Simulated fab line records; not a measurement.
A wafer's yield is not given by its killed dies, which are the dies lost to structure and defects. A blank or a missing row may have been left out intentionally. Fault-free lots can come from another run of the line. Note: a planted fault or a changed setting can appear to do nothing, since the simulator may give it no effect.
fab line records	flow sfq_line
[record] lots = 14	wafers = 42	last_day = 92
route steps=325 shown I2@104 I3@146 M4@149
lots that met no fault: from a run of the same line without faults
start_h: hours from the record's opening day to when the first of the lot's shown wafers began	wait_h: hours since the lot's step before	" identical to the entry in the row above	L1.1+2: several wafers, shown together as one row	- either no value or no given start	* or withheld: withheld	< > ~ a bound
route shown NAME@n: a module of which the file shows steps, and the number in the route of the first	usual: mean/standard deviation of fault-free wafers	same: alike in all rows	chamber/n: place in a boat	sites: per-site readings	_std_site: the standard deviation of these	_edge_site: outer sites' mean less inner sites'	radius_mm: for every site, how far away it sits from the centre of the wafer	mask NAME#n: copy n	behind: the last tool/chamber to shape the wafer	hold: why the lot went on hold/how many hours it stayed there/how the hold came to an end	device: names the non-switching transistor (n, p or np)	end of line: the tests these same wafers got at the end of their route	a step without rows: its recipe alone	killed: count of dies lost to structure and defects at first sort (not the wafer's yield)	map: a wafer's dies, x killed, . not, _ none there
set.NAME: the setting as run; set.NAME@STEP: as run at that earlier step	model.NAME: the simulator's own value behind a step, which no gauge read
one table for each step of the route and one row for each wafer, over a sample of lots
services: when a tool's chamber went out of use (start_h, in hours from the record's first day, below 0 if earlier), for how many hours, and the reason
[[steps]]
[step SFQ_TRILAYER_I2_CMP_CMP_064]
[recipe] material = SiO2	down_force_psi = 3	platen_rpm = 60	pad_velocity_m_s = 0.94248
[usual] motor_current_A = 10.8/0.7	retaining_ring_pressure_frac = 1.000/0.0049	slurry_filter_dp_kPa = 13.51/0.14	time_to_endpoint_s = 217/7.5
lot.wafer	tool	chamber	start_h	wait_h	motor_current_A	retaining_ring_pressure_frac	slurry_filter_dp_kPa	time_to_endpoint_s
L507.3	cmp-01	3	864.17	0.0	10.4	0.999	13.51	215
L507.5	"	3	866.17	2.0	10.4	1.001	13.62	223
L507.6	"	0	"	"	11.0	1.004	13.42	216
L508.4	cmp-02	2	877.39	3.5	10.0	1.004	13.38	223
L508.3	"	3	"	"	10.9	1.000	13.39	214
L508.5	"	2	879.39	5.5	10.8	1.002	13.49	223
L509.1	cmp-01	1	889.10	4.3	9.1	0.998	13.27	218
L509.2	"	3	890.10	5.3	10.0	1.007	13.64	224
L509.3	"	0	"	"	12.3	1.000	13.36	222
L510.4	cmp-02	2	900.89	2.1	10.8	1.008	13.52	223
L510.1	"	3	"	"	10.9	0.998	13.30	220
L510.3	"	0	"	"	11.0	0.997	13.39	222
L511.1	cmp-02	1	904.89	1.3	11.2	1.003	13.37	223
L511.4	"	2	"	"	10.2	0.994	13.43	227
L511.6	"	3	"	"	11.2	0.998	13.67	228
L512.3	cmp-01	3	906.52	2.5	10.0	1.005	13.37	216
L512.4	"	0	"	"	10.9	0.991	13.55	216
L512.2	"	2	908.02	4.0	11.5	0.997	13.39	217
L513.3	cmp-02	1	916.39	2.8	11.8	1.003	13.64	208
L513.2	"	2	"	"	10.5	0.999	13.59	205
L513.6	"	1	918.39	4.8	11.3	1.001	13.51	223
L516.1	cmp-01	3	983.28	3.5	10.3	1.007	13.37	218
L516.2	"	1	984.28	4.5	8.8	1.001	13.64	215
L516.5	"	3	985.28	5.5	9.8	1.005	13.63	219
L520.4	cmp-02	1	1010.56	0.0	11.2	0.995	13.43	215
L520.6	"	1	1012.56	2.0	11.3	0.999	13.58	221
L520.5	"	2	"	"	10.5	1.006	13.54	197
L521.2	cmp-02	0	1018.76	1.0	11.2	1.001	13.48	208
L521.5	"	2	1019.76	2.0	10.6	0.999	13.45	203
L521.6	"	3	"	"	10.9	0.997	13.46	217
L527.1	cmp-01	2	1077.17	0.0	10.9	1.001	13.38	203
L527.4	"	1	1078.67	1.5	9.0	1.001	13.68	217
L527.6	"	2	"	"	11.1	1.002	13.28	209
L528.3	cmp-02	0	1086.07	0.5	10.8	0.995	13.47	219
L528.5	"	3	1087.57	2.0	11.1	0.998	13.42	223
L528.6	"	0	"	"	10.9	1.005	13.62	224
L529.1	cmp-01	0	1089.77	0.6	11.7	1.001	13.75	200
L529.2	"	2	1090.77	1.6	11.3	0.998	13.67	202
L529.6	"	1	1092.27	3.1	9.0	0.995	13.39	199
L530.1	cmp-02	2	1096.41	0.1	10.7	1.000	13.44	218
L530.3	"	0	1097.41	1.0	10.9	0.993	13.38	219
L530.5	"	2	1098.41	2.0	10.4	0.990	13.81	215
[step SFQ_TRILAYER_I2_METRO_MEASURE_065]
[usual] thk_nm = 200.4/0.89
lot.wafer	tool	chamber	start_h	wait_h	thk_nm
L507.3	film_metro-01	-	867.69	0.5	201.8
L507.5	"	-	"	"	201.6
L507.6	"	-	"	"	201.5
L508.3	film_metro-04	-	880.41	0.5	201.4
L508.4	"	-	"	"	200.0
L508.5	"	-	"	"	200.2
L509.1	film_metro-04	-	892.22	0.1	200.4
L509.2	"	-	"	"	201.5
L509.3	"	-	"	"	202.1
L510.1	film_metro-03	-	904.01	0.1	201.5
L510.3	"	-	"	"	200.8
L510.4	"	-	"	"	199.4
L511.1	film_metro-01	-	907.01	0.1	200.3
L511.4	"	-	"	"	199.2
L511.6	"	-	"	"	200.5
L512.2	film_metro-03	-	909.84	0.3	200.3
L512.3	"	-	"	"	201.6
L512.4	"	-	"	"	201.5
L513.2	film_metro-03	-	919.21	0.3	198.6
L513.3	"	-	"	"	200.6
L513.6	"	-	"	"	199.9
L516.1	film_metro-03	-	985.90	0.1	200.2
L516.2	"	-	"	"	201.1
L516.5	"	-	"	"	200.6
L520.4	film_metro-04	-	1014.28	0.6	200.5
L520.5	"	-	"	"	219.9
L520.6	"	-	"	"	201.8
L521.2	film_metro-04	-	1021.08	0.3	201.4
L521.5	"	-	"	"	220.0
L521.6	"	-	"	"	200.2
L527.1	film_metro-04	-	1080.29	0.1	199.5
L527.4	"	-	"	"	199.4
L527.6	"	-	"	"	198.8
L528.3	film_metro-04	-	1089.09	0.5	199.4
L528.5	"	-	"	"	200.1
L528.6	"	-	"	"	200.8
L529.1	film_metro-03	-	1092.89	0.1	200.9
L529.2	"	-	"	"	201.0
L529.6	"	-	"	"	200.3
L530.1	film_metro-01	-	1099.53	0.1	200.2
L530.3	"	-	"	"	201.0
L530.5	"	-	"	"	200.2
[step SFQ_TRILAYER_I2_VIA_BARC_OPEN_VIA_ETCH_096]
[recipe] mask_material = PR	chemistry = O2	target_depth_nm = 125	target = BARC	source_w = 500	bias_w = 80	pressure_mtorr = 30	time_s = 41.7
[usual] drypump_motor_current_A = 5.9/0.45	oes_product_au = 0.685/0.0045
lot.wafer	tool	chamber	start_h	wait_h	drypump_motor_current_A	oes_product_au	rf_hours_counter_h
L507.3	rie_diel-04	0	870.77	0.0	5.8	0.686	6
L507.5	"	1	"	"	6.0	0.679	-
L507.6	"	2	"	"	5.1	0.689	-
L508.3	rie_diel-02	2	883.62	0.0	6.0	0.677	6
L508.4	"	0	"	"	5.6	0.688	-
L508.5	"	3	"	"	5.2	0.681	-
L509.1	rie_diel-01	0	895.70	0.0	5.6	0.685	5
L509.2	"	1	"	"	6.7	0.674	7
L509.3	"	3	"	"	6.3	0.679	7
L510.1	rie_diel-01	0	907.50	0.0	5.6	0.685	5
L510.3	"	3	"	"	6.3	0.688	7
L510.4	"	2	"	"	5.9	0.682	10
L511.1	rie_diel-04	1	910.50	0.0	6.1	0.677	4
L511.4	"	3	"	"	6.1	0.688	14
L511.6	"	0	"	"	5.8	0.688	-
L512.2	rie_diel-01	3	913.69	0.0	6.3	0.681	8
L512.3	"	1	"	"	6.7	0.682	8
L512.4	"	2	"	"	5.9	0.685	10
L513.2	rie_diel-04	3	933.85	0.0	6.1	0.684	15
L513.3	"	2	"	"	5.1	0.697	14
L513.6	"	1	"	"	6.1	0.692	-
L516.1	rie_diel-02	0	990.32	0.0	5.6	0.684	6
L516.2	"	1	"	"	4.8	0.681	2
L516.5	"	2	"	"	6.0	0.685	-
L520.4	rie_diel-04	1	1021.64	0.0	6.1	0.683	6
L520.5	"	0	"	"	5.8	0.687	-
L520.6	"	1	"	"	6.1	0.690	-
L521.2	rie_diel-01	2	1025.37	0.0	5.9	0.677	12
L521.5	"	0	"	"	5.6	0.682	-
L521.6	"	3	"	"	6.4	0.687	-
L527.1	rie_diel-04	3	1095.97	0.0	6.1	0.683	17
L527.4	"	1	"	"	6.0	0.680	7
L527.6	"	3	"	"	6.1	0.685	-
L528.3	rie_diel-02	2	1105.12	0.0	6.0	0.690	10
L528.5	"	2	"	"	6.0	0.678	-
L528.6	"	1	"	"	4.9	0.681	-
L529.1	rie_diel-01	1	1106.32	0.0	6.7	0.689	11
L529.2	"	0	"	"	5.6	0.675	8
L529.6	"	2	"	"	5.9	0.684	-
L530.1	rie_diel-04	1	1107.52	0.0	6.1	0.690	7
L530.3	"	3	"	"	6.1	0.693	18
L530.5	"	3	"	"	6.1	0.684	-
[step SFQ_TRILAYER_I2_VIA_ETCH_VIA_ETCH_070]
[recipe] target = SiO2	stop_on = Nb	mask_material = PR	taper_deg = 20	chemistry = CHF3	target_depth_nm = 260	source_w = 500	bias_w = 80	pressure_mtorr = 30	time_s = withheld
[usual] drypump_motor_current_A = 5.9/0.45	oes_product_au = 0.855/0.0047
lot.wafer	tool	chamber	start_h	wait_h	drypump_motor_current_A	oes_product_au
L507.3	rie_diel-04	0	870.81	0.0	5.8	0.859
L507.5	"	1	"	"	6.1	0.856
L507.6	"	2	"	"	5.1	0.857
L508.3	rie_diel-02	2	883.66	0.0	6.0	0.862
L508.4	"	0	"	"	5.6	0.861
L508.5	"	3	"	"	5.2	0.853
L509.1	rie_diel-01	0	895.74	0.0	5.6	0.851
L509.2	"	1	"	"	6.7	0.861
L509.3	"	3	"	"	6.4	0.854
L510.1	rie_diel-01	0	907.54	0.0	5.6	0.860
L510.3	"	3	"	"	6.4	0.853
L510.4	"	2	"	"	5.9	0.856
L511.1	rie_diel-04	1	910.54	0.0	6.1	0.859
L511.4	"	3	"	"	6.1	0.856
L511.6	"	0	"	"	5.8	0.847
L512.2	rie_diel-01	3	913.73	0.0	6.3	0.848
L512.3	"	1	"	"	6.7	0.856
L512.4	"	2	"	"	5.9	0.864
L513.2	rie_diel-04	3	933.89	0.0	6.1	0.845
L513.3	"	2	"	"	5.1	0.859
L513.6	"	1	"	"	6.0	0.856
L516.1	rie_diel-02	0	990.36	0.0	5.6	0.856
L516.2	"	1	"	"	4.9	0.856
L516.5	"	2	"	"	6.0	0.861
L520.4	rie_diel-04	1	1021.68	0.0	6.1	0.858
L520.5	"	0	"	"	5.8	0.904
L520.6	"	1	"	"	6.0	0.857
L521.2	rie_diel-01	2	1025.41	0.0	5.9	0.853
L521.5	"	0	"	"	5.6	0.903
L521.6	"	3	"	"	6.3	0.855
L527.1	rie_diel-04	3	1096.01	0.0	6.0	0.856
L527.4	"	1	"	"	6.0	0.855
L527.6	"	3	"	"	6.1	0.855
L528.3	rie_diel-02	2	1105.16	0.0	6.0	0.858
L528.5	"	2	"	"	6.0	0.855
L528.6	"	1	"	"	4.9	0.854
L529.1	rie_diel-01	1	1106.36	0.0	6.7	0.858
L529.2	"	0	"	"	5.6	0.856
L529.6	"	2	"	"	5.9	0.854
L530.1	rie_diel-04	1	1107.56	0.0	6.1	0.856
L530.3	"	3	"	"	6.1	0.856
L530.5	"	3	"	"	6.1	0.852
[step SFQ_TRILAYER_I3_VIA_STRIP_STRIP_089]
[recipe] gas = O2	power_w = 200	platen_temp_c = 40	overash_fraction = 0.65	chemistry = O2	pressure_mtorr = 50
[usual] drypump_motor_current_A = 5.74/0.19	oes_product_au = 1.001/0.0062
lot.wafer	tool	chamber	start_h	wait_h	drypump_motor_current_A	oes_product_au	rf_hours_counter_h
L507.3	rie_metal-02	1	1157.66	-	5.80	0.992	-
L507.5	"	1	"	"	5.80	0.997	-
L507.6	"	0	"	"	6.02	0.992	-
L508.3	rie_metal-02	1	1169.66	-	5.76	1.003	-
L508.4	"	0	"	"	5.99	1.004	-
L508.5	"	1	"	"	5.75	0.997	-
L509.1	rie_metal-01	1	1179.06	-	5.71	1.005	130
L509.2	"	0	"	"	5.82	1.007	52
L509.3	"	1	"	"	5.72	0.998	-
L510.1	rie_metal-01	1	1186.26	-	5.72	1.006	131
L510.3	"	1	"	"	5.72	1.004	-
L510.4	"	0	"	"	5.81	1.008	-
L511.1	rie_metal-02	0	1189.86	-	5.99	0.994	79
L511.4	"	1	"	"	5.76	0.995	-
L511.6	"	1	"	"	5.79	0.993	-
L512.2	rie_metal-02	0	1192.26	-	5.94	0.999	80
L512.3	"	0	"	"	5.98	1.004	-
L512.4	"	1	"	"	5.78	0.998	-
L513.2	rie_metal-02	1	1198.26	-	5.76	0.998	51
L513.3	"	0	"	"	5.95	0.999	-
L513.6	"	1	"	"	5.76	0.998	-
L516.1	rie_metal-03	1	1245.06	-	5.32	1.008	107
L516.2	"	0	"	"	5.60	0.999	88
L516.5	"	1	"	"	5.34	1.009	-
L520.4	rie_metal-01	0	1284.99	-	5.80	1.012	-
L520.5	"	1	"	"	5.70	1.000	-
L520.6	"	0	"	"	5.84	1.009	-
L521.2	rie_metal-01	0	1291.99	-	5.79	1.001	69
L521.5	"	0	"	"	5.79	1.005	-
L521.6	"	1	"	"	5.69	0.998	-
L527.1	rie_metal-01	1	1348.99	-	5.71	0.991	15
L527.4	"	0	"	"	5.81	1.001	-
L527.6	"	1	"	"	5.71	0.999	-
L528.3	rie_metal-02	1	1350.39	-	5.77	1.001	-
L528.5	"	1	"	"	5.77	0.997	-
L528.6	"	0	"	"	5.99	1.009	-
L529.1	rie_metal-03	0	1351.39	-	5.58	0.995	101
L529.2	"	1	"	"	5.30	1.005	121
L529.6	"	1	"	"	5.29	1.009	-
L530.1	rie_metal-01	0	1352.59	-	5.82	1.003	76
L530.3	"	0	"	"	5.83	1.009	-
L530.5	"	0	"	"	5.81	1.003	-
[step SFQ_TRILAYER_M4_DEP_SPUTTER_091]
[recipe] material = Nb	base_pressure_pa = 1.33e-06	chamber_pressure_pa = 0.1333	substrate_temp_c = 20	resputter_cathode_voltage_v = 400	target_thk_nm = 200	power_w = 2000	time_s = 133.3
[usual] base_pressure_pa = 1.34e-06/9.8e-08	throttle_valve_pct = 30.2/0.94
lot.wafer	tool	chamber	start_h	wait_h	base_pressure_pa	throttle_valve_pct
L507.3	pvd_sputter-03	-	1158.27	0.0	1.1e-06	29.5
L507.5	"	-	"	"	1.2e-06	29.3
L507.6	"	-	"	"	1.25e-06	31.9
L508.3	pvd_sputter-03	-	1170.27	0.0	1.39e-06	31.2
L508.4	"	-	"	"	1.32e-06	31.9
L508.5	"	-	"	"	1.37e-06	29.9
L509.1	pvd_sputter-03	-	1179.87	0.0	1.47e-06	31.7
L509.2	"	-	"	"	1.38e-06	29.6
L509.3	"	-	"	"	1.47e-06	29.6
L510.1	pvd_sputter-03	-	1187.27	0.0	1.28e-06	31.9
L510.3	"	-	"	"	1.13e-06	29.6
L510.4	"	-	"	"	1.37e-06	31.0
L511.1	pvd_sputter-03	-	1190.67	0.0	1.44e-06	29.6
L511.4	"	-	"	"	1.4e-06	31.9
L511.6	"	-	"	"	1.54e-06	31.4
L512.2	pvd_sputter-03	-	1193.07	0.0	1.47e-06	29.5
L512.3	"	-	"	"	1.57e-06	29.5
L512.4	"	-	"	"	1.32e-06	31.7
L513.2	pvd_sputter-06	-	1199.07	0.0	1.3e-06	31.1
L513.3	"	-	"	"	1.34e-06	29.4
L513.6	"	-	"	"	1.43e-06	29.6
L516.1	pvd_sputter-03	-	1245.87	0.0	1.3e-06	29.2
L516.2	"	-	"	"	1.36e-06	31.9
L516.5	"	-	"	"	1.43e-06	31.0
L520.4	pvd_sputter-05	-	1285.59	0.0	1.44e-06	28.9
L520.5	"	-	"	"	1.42e-06	29.2
L520.6	"	-	"	"	1.37e-06	30.5
L521.2	pvd_sputter-03	-	1292.81	0.0	1.47e-06	31.1
L521.5	"	-	"	"	1.25e-06	32.0
L521.6	"	-	"	"	1.34e-06	29.4
L527.1	pvd_sputter-03	-	1349.79	0.0	1.32e-06	32.0
L527.4	"	-	"	"	1.31e-06	29.7
L527.6	"	-	"	"	1.31e-06	30.9
L528.3	pvd_sputter-06	-	1351.01	0.0	1.23e-06	29.7
L528.5	"	-	"	"	1.39e-06	29.8
L528.6	"	-	"	"	1.27e-06	31.2
L529.1	pvd_sputter-05	-	1352.19	0.0	1.35e-06	29.8
L529.2	"	-	"	"	1.29e-06	30.3
L529.6	"	-	"	"	1.34e-06	29.2
L530.1	pvd_sputter-03	-	1353.39	0.0	1.41e-06	31.0
L530.3	"	-	"	"	1.52e-06	29.5
L530.5	"	-	"	"	1.26e-06	29.5
[[services]]
tool	chamber	start_h	hours	kind
rie_diel-04	1	850.57	9.6	repair
pvd_sputter-03	-	876.46	4.9	repair
rie_diel-04	3	919.52	3.3	repair
rie_diel-01	1	919.70	11.4	repair
pvd_sputter-03	-	920.92	4.6	repair
rie_diel-04	-	926.76	0.6	repair
cmp-02	-	928.33	0.3	repair
pvd_sputter-03	-	935.51	3.1	repair
rie_diel-04	1	939.19	7.1	repair
cmp-02	-	949.88	5.4	pm
rie_diel-04	0	997.56	9.6	repair
rie_diel-04	-	1047.65	15.6	pm
rie_diel-04	-	1078.26	0.4	repair
rie_diel-01	-	1078.51	0.2	repair
rie_diel-04	0	1104.06	3.3	repair
rie_diel-04	0	1153.28	10.7	repair
pvd_sputter-03	-	1195.37	5.1	repair
rie_diel-01	-	1197.03	15.6	pm
rie_diel-04	3	1238.17	23.1	repair
rie_diel-04	0	1240.73	5.1	repair
rie_diel-04	0	1268.84	4.0	repair
rie_diel-04	2	1297.77	3.7	repair
rie_diel-01	1	1344.87	6.2	repair
rie_diel-04	3	1347.99	5.6	repair
[[key]]
[first_sign] step = SFQ_TRILAYER_I2_METRO_MEASURE_065	reading = thk_nm	direction = up	sigmas = 22	usual = 200.4	struck = 219.9
[effect] step = SFQ_TRILAYER_I2_VIA_ETCH_VIA_ETCH_070	reading = oes_product_au	direction = up	sigmas = 10	usual = 0.855	struck = 0.904
met_at SFQ_TRILAYER_I2_CMP_CMP_064
struck_lots L520,L521
struck_wafers L520.5,L521.5
not_acting_at SFQ_TRILAYER_I2_VIA_BARC_OPEN_VIA_ETCH_096,SFQ_TRILAYER_I3_VIA_STRIP_STRIP_089,SFQ_TRILAYER_M4_DEP_SPUTTER_091
onset_between 916.39 1010.56
[fault] kind = process_parameter_drift	tool = cmp-02	chamber = 2	onset_h = 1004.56	steps = SFQ_TRILAYER_I2_CMP_CMP_064	channel = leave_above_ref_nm	offset = 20	shape = step	end_h = 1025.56	acts_in = these_recipes_only	stated = 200
